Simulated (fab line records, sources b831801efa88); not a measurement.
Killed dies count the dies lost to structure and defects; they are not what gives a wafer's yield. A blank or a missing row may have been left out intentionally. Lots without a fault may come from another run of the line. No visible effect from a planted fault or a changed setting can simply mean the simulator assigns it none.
The tool behind it: which one?    flow sky130    18 wafers from 6 lots sampled at 3 of the route's 708 steps

== WHAT THE GAUGES SHOWED, per wafer ==
SKY_POLY_GATE_THK_MEAS_04.
lot   measured      on             POLY_GATE_CVD_03_THK (nm)
L628  day 16 09:51  film_metro-01  73.4 73.8 73.7
L632  day 17 18:35  film_metro-01  41.9 41.7 42.0 41.9 41.6 42.0
L640  day 21 01:38  film_metro-02  74.5 75.8 74.4
L643  day 21 19:35  film_metro-02  74.0 73.9 74.4
L645  day 22 11:58  film_metro-02  74.7 75.0 75.1
L647  day 23 01:40  film_metro-02  74.5 74.5 74.7

== EACH LOT AND THE TOOL THAT RAN IT (in order: tool; ch and the chambers of the sampled wafers; start) ==
lot   SKY_VT_ADJUST_NCORE_STRIP_10          SKY_POLY_GATE_CVD_03
L628  plasma_asher-01 ch 0,1, day 9 14:07   lpcvd-02 ch 1, day 16 08:29
L632  plasma_asher-02 ch 0,1, day 10 13:26  lpcvd-02 ch 1, day 17 17:14
L640  plasma_asher-01 ch 0,1, day 13 06:07  lpcvd-02 ch 0, day 21 00:16
L643  plasma_asher-01 ch 0,1, day 13 22:26  lpcvd-02 ch 0, day 21 18:13
L645  plasma_asher-01 ch 0,1, day 14 15:32  lpcvd-02 ch 0, day 22 10:37
L647  plasma_asher-03 ch 0,1, day 15 04:23  lpcvd-02 ch 0, day 23 00:18
- SKY_VT_ADJUST_NCORE_STRIP_10: strips in O2/N2.
- SKY_POLY_GATE_CVD_03: deposits Si3N4 from DCS/NH3, target thk 75 nm, time 1290 s.

== THE ANSWER, worked out from the rows above alone ==
Rule: the lots themselves supply what counts as usual. Put in order of their means at a reading, lots are off if they are a third of the lots or fewer, leave a main group of 4 or more, and stand apart from it by a gap of 3 or more times the standard deviation of the main group's means; of several such gaps the widest counts. A main group is skipped when, at the precision printed for the reading in the tables above, its means are all equal. A lot without any number at a reading at which 4 lots or more have one is off too. The other lots that the step has rows for count as sound.
Off: L632, seen at SKY_POLY_GATE_THK_MEAS_04 (POLY_GATE_CVD_03_THK). Mean 74.4 nm and standard deviation 0.5 in the main group.
A tool fits if, at a process step before that reading, it ran every lot that is off, and no sound lot after the first of them. Gauges at SKY_POLY_GATE_THK_MEAS_04: tried the same way as those tools. Can't be told from this: 2 tools fit, plasma_asher-02 at SKY_VT_ADJUST_NCORE_STRIP_10, film_metro-01 at SKY_POLY_GATE_THK_MEAS_04.

== WHAT THE SIMULATOR PUT IN ==
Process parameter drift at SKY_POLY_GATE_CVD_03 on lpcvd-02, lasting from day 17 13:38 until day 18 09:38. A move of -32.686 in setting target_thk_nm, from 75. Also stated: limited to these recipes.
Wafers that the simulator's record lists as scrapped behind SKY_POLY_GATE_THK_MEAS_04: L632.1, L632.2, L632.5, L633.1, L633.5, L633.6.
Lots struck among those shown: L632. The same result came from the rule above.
